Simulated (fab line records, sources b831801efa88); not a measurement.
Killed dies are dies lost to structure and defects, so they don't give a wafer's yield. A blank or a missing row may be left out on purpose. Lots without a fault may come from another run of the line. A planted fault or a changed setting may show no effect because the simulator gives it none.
fab line records | flow sky130 | part 1 of 2: steps 1 to 27 of 40
record lots=5 wafers=15 last_day=49
route steps=708 shown VIA4@652 METAL5@661 PASSIVATION@681
lots that met no fault: from a run of the same line without faults
start_h: hours from the record's first day to the start of the lot's first wafer shown | wait_h: hours since the lot's step before | " the same as in the row above | L1.1+2: a row that stands for several wafers | - no value, or no start given | * or withheld: withheld | < > ~ a bound
route shown NAME@n: a module of which the file shows steps, and the number in the route of the first | usual: mean/standard deviation of fault-free wafers | same: alike in all rows | chamber/n: place in a boat | sites: the reading at each site | _std_site: their standard deviation | _edge_site: outer sites' mean less inner sites' | radius_mm: how far each site lies from the wafer's centre | mask NAME#n: copy n | behind: the tool/chamber that last shaped the wafer | hold: why the lot was held/for how many hours/how that ended | device: the transistor (n, p or np) that didn't switch | end of line: the same wafers' tests at the end of the route | a step without rows: its recipe alone | killed: dies lost to structure and defects at the first sort, not the wafer's yield | map: a wafer's dies, x killed, . not, _ none there
set.NAME: the setting as run; set.NAME@STEP: as run at that earlier step | model.NAME: the simulator's own value behind a step, which no gauge read
lots at some steps of the route; a table a step, a row a wafer
services: from which hour (start_h, from the record's first day; less than 0 if before it) a tool's chamber was out of use, for how many hours, and why
## steps
# step SKY_VIA4_STRIP_13
# recipe chemistry=O2/N2 power_w=1400 pressure_mtorr=1500 platen_temp_c=withheld o2_flow_sccm=3000 n2_flow_sccm=300 overash_fraction=0.5
# usual drypump_motor_current_A=5.91/0.22 oes_product_au=0.710/0.0048 strip_time_to_endpoint_s=12.797/0.025
# columns lot.wafer tool chamber start_h wait_h drypump_motor_current_A oes_product_au rf_hours_counter_h strip_time_to_endpoint_s
L081.2 plasma_asher-04 1 1062.06 - 5.77 0.706 93 12.773
L081.3 " 0 " " 5.75 0.712 - 12.822
L081.4 " 1 " " 5.73 0.705 - 12.773
L082.1 plasma_asher-01 1 1062.51 - 5.91 0.715 60 12.795
L082.4 " 0 " " 6.11 0.711 - 12.817
L082.6 " 0 " " 6.12 0.715 - 12.811
L086.2 plasma_asher-02 1 1081.11 - 6.36 0.701 35 12.768
L086.5 " 0 " " 5.68 0.715 - 12.781
L086.6 " 1 " " 6.40 0.702 - 12.767
L087.4 plasma_asher-04 1 1091.97 - 5.78 0.716 - 12.788
L087.5 " 0 " " 5.75 0.701 - 12.761
L087.6 " 1 " " 5.79 0.713 - 12.801
L091.4 plasma_asher-01 1 1112.39 - 5.94 0.707 - 12.783
L091.5 " 0 " " 6.11 0.702 - 12.754
L091.6 " 1 " " 5.92 0.710 - 12.763
# step SKY_VIA4_STRIP_14
# recipe chemistry=post_etch_residue_remover time_s=1200 temp_c=72.5
# columns lot.wafer tool chamber start_h wait_h
L081.2+3+4 wet_bench-01 3 1062.16 0.1
L082.1+4+6 wet_bench-01 2 1062.61 0.1
L086.2+5+6 wet_bench-04 1 1081.24 0.1
L087.4+5+6 wet_bench-03 1 1092.04 0.0
L091.4+5+6 wet_bench-01 3 1112.46 0.0
# step SKY_VIA4_CLEAN_15
# recipe chemistry=IPA time_s=180 temp_c=25
# columns lot.wafer tool chamber start_h wait_h
L081.2+3+4 wet_bench-04 1 1062.50 0.0
L082.1+4+6 wet_bench-03 0 1062.95 0.0
L086.2+5+6 wet_bench-04 2 1081.58 0.0
L087.4+5+6 wet_bench-04 3 1092.41 0.0
L091.4+5+6 wet_bench-03 3 1112.80 0.0
# step SKY_VIA4_CLEAN_16
# recipe chemistry=O3/DIW dry=n2_spin
# columns lot.wafer tool chamber start_h wait_h
L081.2+3+4 wet_bench-03 2 1062.56 0.0
L082.1+4+6 wet_bench-01 3 1063.01 0.0
L086.2+5+6 wet_bench-01 2 1081.64 0.0
L087.4+5+6 wet_bench-04 1 1092.47 0.0
L091.4+5+6 wet_bench-01 1 1112.86 0.0
# step SKY_VIA4_SPUTTER_17
# recipe material=TiN target_thk_nm=20 chamber_pressure_pa=5 power_w=4000 time_s=80
# usual throttle_valve_pct=29.9/1.1
# columns lot.wafer tool chamber start_h wait_h throttle_valve_pct
L081.2 pvd_sputter-02 - 1062.66 0.0 31.2
L081.3 " - " " 30.3
L081.4 " - " " 32.2
L082.1 pvd_sputter-03 - 1063.10 0.0 30.1
L082.4 " - " " 28.4
L082.6 " - " " 30.1
L086.2 pvd_sputter-01 - 1081.75 0.0 30.5
L086.5 " - " " 29.9
L086.6 " - " " 30.1
L087.4 pvd_sputter-03 - 1092.56 0.0 28.8
L087.5 " - " " 30.4
L087.6 " - " " 29.4
L091.4 pvd_sputter-02 - 1112.95 0.0 28.8
L091.5 " - " " 32.5
L091.6 " - " " 30.5
# step SKY_VIA4_CVD_18
# recipe material=W target_thk_nm=505 time_s=152.14 temp_c=400 pressure_torr=40
# usual heater_power_w=835/96
# columns lot.wafer tool chamber start_h wait_h heater_power_w
L081.2 cvd_w-01 0 1062.72 0.0 833
L081.3 " 1 " " 962
L081.4 " 0 " " 831
L082.1 cvd_w-02 1 1063.17 0.0 821
L082.4 " 0 " " 696
L082.6 " 0 " " 687
L086.2 cvd_w-01 1 1081.81 0.0 955
L086.5 " 0 " " 829
L086.6 " 1 " " 959
L087.4 cvd_w-01 0 1092.68 0.1 867
L087.5 " 1 " " 961
L087.6 " 0 " " 822
L091.4 cvd_w-01 1 1113.07 0.1 969
L091.5 " 1 " " 963
L091.6 " 0 " " 835
# step SKY_VIA4_RS_MEAS_19
# recipe thk_meas_gauge=four-point-probe reads=W_of_VIA4_CVD_18+TiN_of_VIA4_SPUTTER_17
# usual VIA4_W_RS=0.2258/0.0019
# columns lot.wafer tool chamber start_h wait_h VIA4_W_RS[ohm/sq]
L081.2 film_metro-01 - 1062.89 0.1 0.2275
L081.3 " - " " 0.2270
L081.4 " - " " 0.2282
L082.1 film_metro-03 - 1063.32 0.1 0.2263
L082.4 " - " " 0.2229
L082.6 " - " " 0.2227
L086.2 film_metro-01 - 1081.98 0.1 0.2239
L086.5 " - " " 0.2256
L086.6 " - " " 0.2229
L087.4 film_metro-01 - 1092.84 0.1 0.2228
L087.5 " - " " 0.2212
L087.6 " - " " 0.2220
L091.4 film_metro-03 - 1113.23 0.1 0.2220
L091.5 " - " " 0.2227
L091.6 " - " " 0.2221
# step SKY_VIA4_THK_MEAS_20
# recipe thk_meas_gauge=xrf reads=W_of_VIA4_CVD_18
# usual VIA4_W_THK=510/7.6
# columns lot.wafer tool chamber start_h wait_h VIA4_W_THK[nm]
L081.2 film_metro-01 - 1063.00 0.1 510
L081.3 " - " " 512
L081.4 " - " " 513
L082.1 film_metro-03 - 1063.44 0.1 519
L082.4 " - " " 525
L082.6 " - " " 528
L086.2 film_metro-01 - 1082.09 0.1 524
L086.5 " - " " 517
L086.6 " - " " 521
L087.4 film_metro-01 - 1092.93 0.1 524
L087.5 " - " " 527
L087.6 " - " " 524
L091.4 film_metro-03 - 1113.32 0.1 518
L091.5 " - " " 512
L091.6 " - " " 517
# step SKY_VIA4_CMP_21
# recipe stop_on=SiO2 t_overpolish_s=25 down_force_psi=3.5 platen_rpm=60 target_thk_nm=0 pad_velocity_m_s=0.94248
# usual motor_current_A=11.0/1 overpolish_run_s=25.001/0.0083 time_to_endpoint_s=123/4.1
# columns lot.wafer tool chamber start_h wait_h motor_current_A overpolish_run_s time_to_endpoint_s
L081.3 cmp-01 1 1063.05 0.0 9.9 25.009 124
L081.4 " 3 " " 11.4 25.002 119
L081.2 " 0 " " 11.5 25.013 124
L082.4 cmp-01 1 1063.50 0.0 10.0 24.999 126
L082.1 " 0 " " 12.3 24.996 120
L082.6 " 2 " " 11.6 25.001 131
L086.2 cmp-01 1 1082.87 0.8 10.6 25.001 125
L086.5 " 3 " " 11.8 25.006 125
L086.6 " 0 " " 11.9 24.995 125
L087.4 cmp-02 1 1092.96 0.0 12.7 25.017 127
L087.5 " 1 " " 12.4 24.999 124
L087.6 " 2 " " 9.5 25.000 127
L091.4 cmp-02 3 1113.62 0.3 10.8 25.011 121
L091.6 " 3 " " 10.5 24.999 124
L091.5 " 0 " " 9.6 25.003 125
# step SKY_METAL5_SPUTTER_00
# recipe material=Ti target_thk_nm=15 power_w=3000 time_s=10 chamber_pressure_pa=0.4
# usual throttle_valve_pct=29.7/0.78
# columns lot.wafer tool chamber start_h wait_h throttle_valve_pct
L081.2 pvd_sputter-04 - 1063.35 0.1 29.9
L081.3 " - " " 29.2
L081.4 " - " " 30.1
L082.1 pvd_sputter-01 - 1063.80 0.1 29.3
L082.4 " - " " 30.1
L082.6 " - " " 29.2
L086.2 pvd_sputter-02 - 1083.07 0.1 31.3
L086.5 " - " " 30.3
L086.6 " - " " 28.7
L087.4 pvd_sputter-04 - 1093.26 0.2 29.9
L087.5 " - " " 28.9
L087.6 " - " " 29.8
L091.4 pvd_sputter-01 - 1113.92 0.2 29.3
L091.5 " - " " 29.9
L091.6 " - " " 29.1
# step SKY_METAL5_SPUTTER_01
# recipe material=TiN target_thk_nm=20 power_w=6500 time_s=16.7 chamber_pressure_pa=0.4
# usual throttle_valve_pct=29.7/0.8
# columns lot.wafer tool chamber start_h wait_h throttle_valve_pct
L081.2 pvd_sputter-04 - 1063.37 0.0 30.0
L081.3 " - " " 29.1
L081.4 " - " " 30.1
L082.1 pvd_sputter-01 - 1063.82 0.0 29.3
L082.4 " - " " 30.2
L082.6 " - " " 29.3
L086.2 pvd_sputter-02 - 1083.10 0.0 30.9
L086.5 " - " " 30.4
L086.6 " - " " 28.9
L087.4 pvd_sputter-04 - 1093.28 0.0 29.7
L087.5 " - " " 29.2
L087.6 " - " " 29.8
L091.4 pvd_sputter-01 - 1113.94 0.0 28.7
L091.5 " - " " 30.0
L091.6 " - " " 29.1
# step SKY_METAL5_SPUTTER_02
# recipe material=AlCu target_thk_nm=1150 power_w=10600 time_s=61.2 chamber_pressure_pa=0.4
# usual throttle_valve_pct=29.7/0.81
# columns lot.wafer tool chamber start_h wait_h throttle_valve_pct
L081.2 pvd_sputter-04 - 1063.40 0.0 29.6
L081.3 " - " " 29.0
L081.4 " - " " 30.3
L082.1 pvd_sputter-01 - 1063.85 0.0 29.0
L082.4 " - " " 30.4
L082.6 " - " " 29.2
L086.2 pvd_sputter-02 - 1083.12 0.0 31.3
L086.5 " - " " 30.2
L086.6 " - " " 28.7
L087.4 pvd_sputter-04 - 1093.31 0.0 29.8
L087.5 " - " " 29.2
L087.6 " - " " 29.8
L091.4 pvd_sputter-01 - 1113.96 0.0 28.9
L091.5 " - " " 29.8
L091.6 " - " " 29.0
# step SKY_METAL5_SPUTTER_03
# recipe material=Ti target_thk_nm=5 power_w=3000 time_s=3.3 chamber_pressure_pa=0.4
# usual throttle_valve_pct=29.7/0.82
# columns lot.wafer tool chamber start_h wait_h throttle_valve_pct
L081.2 pvd_sputter-04 - 1063.45 0.0 30.0
L081.3 " - " " 29.4
L081.4 " - " " 30.5
L082.1 pvd_sputter-01 - 1063.90 0.0 29.1
L082.4 " - " " 30.1
L082.6 " - " " 29.0
L086.2 pvd_sputter-02 - 1083.17 0.0 31.6
L086.5 " - " " 30.6
L086.6 " - " " 28.9
L087.4 pvd_sputter-04 - 1093.36 0.0 29.8
L087.5 " - " " 29.1
L087.6 " - " " 29.9
L091.4 pvd_sputter-01 - 1114.01 0.0 29.1
L091.5 " - " " 29.8
L091.6 " - " " 29.1
# step SKY_METAL5_SPUTTER_04
# recipe material=TiN target_thk_nm=70 power_w=6500 time_s=58.3 chamber_pressure_pa=0.4
# usual throttle_valve_pct=29.7/0.78
# columns lot.wafer tool chamber start_h wait_h throttle_valve_pct
L081.2 pvd_sputter-04 - 1063.47 0.0 29.9
L081.3 " - " " 29.5
L081.4 " - " " 30.2
L082.1 pvd_sputter-01 - 1063.91 0.0 29.0
L082.4 " - " " 29.9
L082.6 " - " " 29.0
L086.2 pvd_sputter-02 - 1083.19 0.0 31.1
L086.5 " - " " 30.2
L086.6 " - " " 28.6
L087.4 pvd_sputter-04 - 1093.37 0.0 29.9
L087.5 " - " " 29.3
L087.6 " - " " 30.0
L091.4 pvd_sputter-01 - 1114.03 0.0 29.0
L091.5 " - " " 30.1
L091.6 " - " " 29.1
# step SKY_METAL5_RS_MEAS_05
# recipe thk_meas_gauge=four-point-probe reads=TiN_of_METAL5_SPUTTER_04+Ti_of_METAL5_SPUTTER_03+AlCu_of_METAL5_SPUTTER_02+TiN_of_METAL5_SPUTTER_01+Ti_of_METAL5_SPUTTER_00
# usual METAL5_ALCU_RS=0.02708/0.00028
# columns lot.wafer tool chamber start_h wait_h METAL5_ALCU_RS[ohm/sq]
L081.2 film_metro-01 - 1063.54 0.0 0.02733
L081.3 " - " " 0.02714
L081.4 " - " " 0.02704
L082.1 film_metro-03 - 1063.96 0.0 0.02706
L082.4 " - " " 0.02697
L082.6 " - " " 0.027
L086.2 film_metro-02 - 1083.26 0.0 0.02707
L086.5 " - " " 0.02702
L086.6 " - " " 0.02701
L087.4 film_metro-02 - 1093.48 0.1 0.02727
L087.5 " - " " 0.02722
L087.6 " - " " 0.02731
L091.4 film_metro-01 - 1114.14 0.1 0.02674
L091.5 " - " " 0.02696
L091.6 " - " " 0.02681
# step SKY_METAL5_THK_MEAS_06
# recipe thk_meas_gauge=xrf reads=AlCu_of_METAL5_SPUTTER_02
# usual METAL5_ALCU_THK=1143/12
# columns lot.wafer tool chamber start_h wait_h METAL5_ALCU_THK[nm]
L081.2 film_metro-01 - 1063.65 0.1 1129
L081.3 " - " " 1137
L081.4 " - " " 1135
L082.1 film_metro-03 - 1064.08 0.1 1147
L082.4 " - " " 1157
L082.6 " - " " 1155
L086.2 film_metro-02 - 1083.37 0.1 1141
L086.5 " - " " 1138
L086.6 " - " " 1144
L087.4 film_metro-02 - 1093.57 0.1 1131
L087.5 " - " " 1128
L087.6 " - " " 1121
L091.4 film_metro-01 - 1114.23 0.1 1145
L091.5 " - " " 1142
L091.6 " - " " 1146
# step SKY_METAL5_DEHYDRATE_07
# recipe temp_c=200 time_s=60
# columns lot.wafer tool chamber start_h wait_h
L081.2+3+4 litho_track-01 0 1074.16 10.5
L082.1+4+6 litho_track-01 0 1074.73 10.6
L086.2+5+6 litho_track-04 0 1092.67 9.3
L087.4+5+6 litho_track-01 0 1103.16 9.6
L091.4+5+6 litho_track-03 0 1122.47 8.2
# step SKY_METAL5_HMDS_08
# recipe prime_time_s=60 prime_temp_c=120
# usual prime_temp_c=120.01/0.13
# columns lot.wafer tool chamber start_h wait_h prime_temp_c
L081.2 litho_track-01 0 1074.31 0.1 119.80
L081.3 " 0 " " 119.96
L081.4 " 0 " " 119.78
L082.1 litho_track-01 0 1074.88 0.1 120.21
L082.4 " 0 " " 120.23
L082.6 " 0 " " 120.08
L086.2 litho_track-04 0 1092.82 0.1 120.12
L086.5 " 0 " " 119.90
L086.6 " 0 " " 120.07
L087.4 litho_track-01 0 1103.31 0.1 119.97
L087.5 " 0 " " 119.82
L087.6 " 0 " " 120.18
L091.4 litho_track-03 0 1122.62 0.1 119.85
L091.5 " 0 " " 119.97
L091.6 " 0 " " 120.00
# step SKY_METAL5_COAT_09
# recipe resist=NOVOLAK spin_rpm=3000 resist_thk_nm=1800
# usual spin_speed_rpm=2999.9/2.1
# columns lot.wafer tool chamber start_h wait_h spin_speed_rpm
L081.2 litho_track-01 0 1074.46 0.1 3001.4
L081.3 " 0 " " 3001.0
L081.4 " 0 " " 3002.3
L082.1 litho_track-01 0 1075.03 0.1 3001.8
L082.4 " 0 " " 3002.9
L082.6 " 0 " " 3004.0
L086.2 litho_track-04 0 1092.97 0.1 3000.5
L086.5 " 0 " " 3001.1
L086.6 " 0 " " 3000.6
L087.4 litho_track-01 0 1103.46 0.1 2997.7
L087.5 " 0 " " 2999.5
L087.6 " 0 " " 3001.2
L091.4 litho_track-03 0 1122.77 0.1 2999.2
L091.5 " 0 " " 2998.9
L091.6 " 0 " " 3000.2
# step SKY_METAL5_SOFTBAKE_10
# recipe temp_c=90 time_s=60 resist=NOVOLAK
# columns lot.wafer tool chamber start_h wait_h
L081.2+3+4 litho_track-01 0 1074.61 0.1
L082.1+4+6 litho_track-01 0 1075.18 0.1
L086.2+5+6 litho_track-04 0 1093.12 0.1
L087.4+5+6 litho_track-01 0 1103.61 0.1
L091.4+5+6 litho_track-03 0 1122.92 0.1
# step SKY_METAL5_EXPOSE_11
# recipe mask_id=MM5 na=0.6 source_shape=conventional sigma_outer=0.6 polarization=unpolarized target_cd_nm=1600 dose_mj=190
# columns lot.wafer tool chamber start_h wait_h mask
L081.2+3+4 iline_stepper-01 0 - - MM5#0
L082.1+4+6 iline_stepper-01 0 - - MM5#0
L086.2+5+6 iline_stepper-01 0 - - MM5#0
L087.4+5+6 iline_stepper-01 0 - - MM5#0
L091.4+5+6 iline_stepper-02 0 - - MM5#0
# step SKY_METAL5_PEB_12
# recipe temp_c=withheld time_s=* resist=NOVOLAK
# columns lot.wafer tool chamber start_h wait_h
L081.2+3+4 litho_track-04 0 - -
L082.1+4+6 litho_track-04 0 - -
L086.2+5+6 litho_track-04 0 - -
L087.4+5+6 litho_track-01 0 - -
L091.4+5+6 litho_track-01 0 - -
# step SKY_METAL5_DEVELOP_13
# recipe resist=NOVOLAK developer=TMAH develop_time_s=60 dev_temp_c=23
# same develop_time_s=60
# columns lot.wafer tool chamber start_h wait_h
L081.2+3+4 litho_track-04 0 1084.67 0.1
L082.1+4+6 litho_track-04 0 1084.95 0.1
L086.2+5+6 litho_track-04 0 1103.17 0.1
L087.4+5+6 litho_track-01 0 1113.36 0.1
L091.4+5+6 litho_track-01 0 1132.46 0.1
# step SKY_METAL5_DESCUM_14
# recipe chemistry=O2 source_power_w=150 bias_power_w=0 pressure_mtorr=10 temp_c=40 time_s=11
# usual drypump_motor_current_A=5.8/0.38 oes_product_au=1.000/0.0061
# columns lot.wafer tool chamber start_h wait_h drypump_motor_current_A oes_product_au rf_hours_counter_h
L081.2 rie_metal-04 0 1084.80 0.1 5.9 0.996 20
L081.3 " 0 " " 5.9 1.003 -
L081.4 " 1 " " 5.8 0.991 -
L082.1 rie_metal-02 1 1085.10 0.1 6.3 1.012 12
L082.4 " 1 " " 6.2 0.998 -
L082.6 " 1 " " 6.2 0.996 -
L086.2 rie_metal-03 0 1103.30 0.1 5.9 0.997 12
L086.5 " 0 " " 5.8 1.004 -
L086.6 " 1 " " 5.1 1.013 -
L087.4 rie_metal-02 1 1113.44 0.1 6.2 1.006 -
L087.5 " 1 " " 6.3 1.008 -
L087.6 " 0 " " 6.1 0.994 -
L091.4 rie_metal-03 0 1132.54 0.1 5.8 1.001 -
L091.5 " 1 " " 5.1 0.994 -
L091.6 " 0 " " 5.8 1.010 -
# step SKY_METAL5_METAL_ETCH_15
# recipe target_depth_a=12600 stop_on=SiO2 over_etch_frac=0.2 time_s=252 chemistry=Cl2/BCl3 resist_sidewall_deg=86 pressure_mtorr=10 icp_w=900 bias_w=48.5 Cl2_flow_sccm=60 bcl3_flow_sccm=30
# usual bcl3_flow_sccm=30.01/0.09 drypump_motor_current_A=5.8/0.38 oes_product_au=0.895/0.0042 throttle_valve_pct=22.265/0.0093
# same over_etch_frac=0.2
# columns lot.wafer tool chamber start_h wait_h bcl3_flow_sccm drypump_motor_current_A oes_product_au rf_hours_counter_h throttle_valve_pct
L081.2 rie_metal-04 0 1084.83 0.0 30.06 5.9 0.898 20 22.268
L081.3 " 0 " " 30.12 5.9 0.897 - 22.272
L081.4 " 1 " " 30.04 5.8 0.886 - 22.257
L082.1 rie_metal-02 1 1085.17 0.1 29.96 6.2 0.900 12 22.267
L082.4 " 1 " " 30.08 6.2 0.886 - 22.262
L082.6 " 1 " " 29.99 6.2 0.895 - 22.269
L086.2 rie_metal-03 0 1103.33 0.0 29.97 5.9 0.897 12 22.259
L086.5 " 0 " " 29.96 5.9 0.891 - 22.248
L086.6 " 1 " " 29.78 5.1 0.899 - 22.257
L087.4 rie_metal-02 1 1113.55 0.1 30.04 6.2 0.894 - 22.258
L087.5 " 1 " " 29.97 6.2 0.892 - 22.273
L087.6 " 0 " " 30.00 6.1 0.885 - 22.264
L091.4 rie_metal-03 0 1132.65 0.1 29.87 5.9 0.895 - 22.265
L091.5 " 1 " " 30.16 5.1 0.894 - 22.284
L091.6 " 0 " " 30.10 5.9 0.892 - 22.254
# step SKY_METAL5_STRIP_16
# recipe chemistry=O2/N2 power_w=1400 pressure_mtorr=1500 platen_temp_c=withheld o2_flow_sccm=3000 n2_flow_sccm=300 overash_fraction=0.5
# usual drypump_motor_current_A=5.75/0.29 oes_product_au=0.711/0.0041 strip_time_to_endpoint_s=13.06/0.083
# columns lot.wafer tool chamber start_h wait_h drypump_motor_current_A oes_product_au rf_hours_counter_h strip_time_to_endpoint_s
L081.2 plasma_asher-01 0 1085.07 0.2 6.14 0.716 62 13.03
L081.3 " 1 " " 5.91 0.713 - 13.10
L081.4 " 0 " " 6.17 0.713 - 13.03
L082.1 plasma_asher-04 0 1085.64 0.4 5.75 0.712 95 13.06
L082.4 " 1 " " 5.80 0.707 - 12.99
L082.6 " 0 " " 5.71 0.706 - 12.92
L086.2 plasma_asher-01 1 1103.57 0.2 5.92 0.713 64 13.04
L086.5 " 0 " " 6.13 0.706 - 13.06
L086.6 " 1 " " 5.92 0.707 - 12.99
L087.4 plasma_asher-04 1 1113.74 0.1 5.72 0.711 - 13.10
L087.5 " 0 " " 5.76 0.705 - 13.13
L087.6 " 1 " " 5.77 0.716 - 13.09
L091.4 plasma_asher-03 1 1132.84 0.1 5.20 0.711 - 13.18
L091.5 " 0 " " 5.30 0.713 - 13.07
L091.6 " 1 " " 5.21 0.707 - 13.16
# step SKY_METAL5_STRIP_17
# recipe chemistry=post_etch_residue_remover time_s=1200 temp_c=72.5
# columns lot.wafer tool chamber start_h wait_h
L081.2+3+4 wet_bench-02 1 1085.17 0.1
L082.1+4+6 wet_bench-01 0 1085.74 0.1
L086.2+5+6 wet_bench-01 0 1103.67 0.1
L087.4+5+6 wet_bench-01 2 1113.95 0.2
L091.4+5+6 wet_bench-01 3 1132.90 0.0
